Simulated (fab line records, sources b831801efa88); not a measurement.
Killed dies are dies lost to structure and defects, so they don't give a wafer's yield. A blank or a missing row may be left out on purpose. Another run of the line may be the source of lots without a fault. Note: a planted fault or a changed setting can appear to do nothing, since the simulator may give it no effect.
Split-lot experiment | flow sky130 | on a route of 708 steps: 5 lots, 23 wafers read

ON THE SPLIT
At SKY_METAL1_SPUTTER_01 (material TiN, target thk 20 nm, time 16.7 s), the setting power-w was moved away from the recipe's 6500 W on 8 of the 23 wafers read, by -10.4% to -6.2%. All remaining wafers had this setting at the recipe value.

The reading is taken at the split's own step.

THE READING
TiN_of_METAL1_SPUTTER_01.thk-nm (the simulator's own value, which no gauge read), in nm, at SKY_METAL1_SPUTTER_01 (material TiN, target thk 20 nm, time 16.7 s). The file does not state a usual value for it. Across the 15 wafers here that went through the recipe, the average is 19.88 nm and the standard deviation 0.2 nm.

wafer  | tool, chamber at the split | power-w as run, W | against the recipe | TiN_of_METAL1_SPUTTER_01.thk-nm, nm | against lot-mates on the recipe
L074.1 | pvd-sputter-03, -          | 6500              | recipe             | 19.82                               | -
L074.2 | pvd-sputter-03, -          | 6099              | -6.2%              | 18.68                               | -1.03
L074.3 | pvd-sputter-03, -          | 6099              | -6.2%              | 18.4                                | -1.31
L074.4 | pvd-sputter-03, -          | 6500              | recipe             | 19.63                               | -
L074.5 | pvd-sputter-03, -          | 6500              | recipe             | 19.69                               | -
L075.1 | pvd-sputter-01, -          | 6500              | recipe             | 20.27                               | -
L075.4 | pvd-sputter-01, -          | 6500              | recipe             | 20.07                               | -
L075.5 | pvd-sputter-01, -          | 6500              | recipe             | 19.98                               | -
L077.1 | pvd-sputter-03, -          | 6500              | recipe             | 19.75                               | -
L077.2 | pvd-sputter-03, -          | 5825              | -10.4%             | 17.93                               | -2.03
L077.4 | pvd-sputter-03, -          | 6500              | recipe             | 20.01                               | -
L077.5 | pvd-sputter-03, -          | 6500              | recipe             | 20.11                               | -
L077.6 | pvd-sputter-03, -          | 5825              | -10.4%             | 17.87                               | -2.09
L080.2 | pvd-sputter-04, -          | 6500              | recipe             | 20.03                               | -
L080.3 | pvd-sputter-04, -          | 6500              | recipe             | 19.6                                | -
L080.4 | pvd-sputter-04, -          | 5914              | -9.0%              | 18.13                               | -1.78
L080.5 | pvd-sputter-04, -          | 5914              | -9.0%              | 18.11                               | -1.80
L080.6 | pvd-sputter-04, -          | 6500              | recipe             | 20.09                               | -
L084.1 | pvd-sputter-03, -          | 6500              | recipe             | 19.74                               | -
L084.2 | pvd-sputter-03, -          | 5903              | -9.2%              | 17.93                               | -1.81
L084.3 | pvd-sputter-03, -          | 5903              | -9.2%              | 17.85                               | -1.89
L084.5 | pvd-sputter-03, -          | 6500              | recipe             | 19.68                               | -
L084.6 | pvd-sputter-03, -          | 6500              | recipe             | 19.8                                | -

FIT RESULTS
A straight line over all 23 wafers: TiN_of_METAL1_SPUTTER_01.thk-nm changes by +0.202 nm for each +1% of power-w; r = +0.98; the points scatter about the line by 0.19 nm.
The same after taking each lot's own level away (the mean of its wafers on the recipe; 23 wafers): +0.198 nm for each +1%; r = +0.99; scatter 0.13 nm.
According to that fit, moving power-w by its largest amount changes the reading by 2.1 nm.
Measured against the standard deviation above, the lots' own levels, which go from 19.713 to 20.107 nm, span 2.0 times it.
So the lot-to-lot level changes the slope little: the two slopes agree.
Check: with one of the wafers moved furthest among these (-10.4%) left out of the fit, the line predicts -2.06 nm for it against its lot-mates. Against them it came out at -2.03 nm.

ADDITIONAL SPLITS CARRIED BY THESE WAFERS
Note: prior to the reading, these wafers also went through further splits. Each is held against what the fit with the lots' levels taken away leaves over:
other split on the same wafers       | wafers away from the commonest value | r with TiN_of_METAL1_SPUTTER_01.thk-nm (lot level and that fit taken away)
SKY_CONTACT_HDPCVD_02 sih4-flow-sccm | 10                                   | -0.08

FILE'S OWN FIT
TiN_of_METAL1_SPUTTER_01.thk-nm changes by +0.198 nm for each +1% of power-w, r = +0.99.
